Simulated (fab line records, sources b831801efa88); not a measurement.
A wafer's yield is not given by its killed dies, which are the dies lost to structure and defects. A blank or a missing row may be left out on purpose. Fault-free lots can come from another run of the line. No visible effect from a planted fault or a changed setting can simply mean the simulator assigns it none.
One fault through the eyes of 2 desks :: flow gf180mcu :: only its own numbers are on each desk; what lay behind them is given at the end

== THE METROLOGY DESK ==
Lot by lot, what the gauges showed, no matter which tool ran the lot: averages of those sampled wafers that carry a number. The brackets show how far a lot's mean lies from the usual mean; more than 4 standard deviations puts the lot out of limits, marked OUT.
Columns: A = V5_W_THK at GF_V5_THK_MEAS_25, usual 352 nm; B = PASSIVATION_CVD_02_THK at GF_PASSIVATION_THK_MEAS_03, usual 696 nm
lot: L117
first seen here: day 27 04:32
A: 350
B: 695

lot: L118
first seen here: day 27 12:57
A: 355
B: 704

lot: L119
first seen here: day 28 03:08
A: 353
B: 698

lot: L122
first seen here: day 29 03:39
A: 350
B: 702

lot: L125
first seen here: day 29 17:46
A: 353
B: 693

lot: L127
first seen here: day 30 10:14
A: 350
B: 695

lot: L128
first seen here: day 30 12:55
A: 352
B: 711

lot: L129
first seen here: day 31 04:19
A: 355
B: 695

lot: L130
first seen here: day 31 07:11
A: 353
B: 695

lot: L131
first seen here: day 31 12:04
A: 355
B: 696

lot: L132
first seen here: day 31 18:35
A: 353
B: 699

lot: L133
first seen here: day 32 01:41
A: 349
B: 702

lot: L138
first seen here: day 33 05:02
A: 357
B: 688
This desk's verdict: no lot among the 13 shows anything out of limits.

== TOOL OWNER'S DESK, rie_metal-03 ==
The tool's own readings at GF_M1_METAL_ETCH_16 (etches the open film in Cl2/BCl3, stops on SiO2, target depth 627.5 nm, time 104.6 s): means of the sampled wafers that have a number, for each lot that ran on this tool. The brackets show how far a lot's mean lies from the usual mean; more than 4 standard deviations puts the lot out of limits, marked OUT.
Columns: A = drypump_motor_current_A at GF_M1_METAL_ETCH_16, usual 5.6 A; B = oes_product_au at GF_M1_METAL_ETCH_16, usual 0.973 a.u.; C = throttle_valve_pct at GF_M1_METAL_ETCH_16, usual 28.250 %
lot: L117
first seen here: day 17 00:00
A: 5.9
B: 0.969
C: 28.241

lot: L118
first seen here: day 17 12:03
A: 5.9
B: 0.975
C: 28.246

lot: L119
first seen here: day 18 01:14
A: 6.4
B: 0.971
C: 28.254

lot: L122
first seen here: day 19 07:39
A: 5.9
B: 0.974
C: 28.245

lot: L125
first seen here: day 20 04:36
A: 5.4
B: 0.980
C: 28.239

lot: L127
first seen here: day 20 23:26
A: 5.9
B: 0.973
C: 28.243

lot: L128
first seen here: day 21 04:21
A: 5.9
B: 0.971
C: 28.249

lot: L130
first seen here: day 22 01:57
A: 5.9
B: 0.976
C: 28.240

lot: L131
first seen here: day 22 09:09
A: 4.9
B: 0.971
C: 28.249

lot: L132
first seen here: day 22 15:53
A: 5.4
B: 0.976
C: 28.247
This desk's verdict: no lot among the 10 shows anything out of limits.

== BROUGHT TOGETHER ==
The metrology desk saw nothing out of limits.
The tool owner's desk saw nothing out of limits.

== WHAT THE SIMULATOR HAD PUT IN ==
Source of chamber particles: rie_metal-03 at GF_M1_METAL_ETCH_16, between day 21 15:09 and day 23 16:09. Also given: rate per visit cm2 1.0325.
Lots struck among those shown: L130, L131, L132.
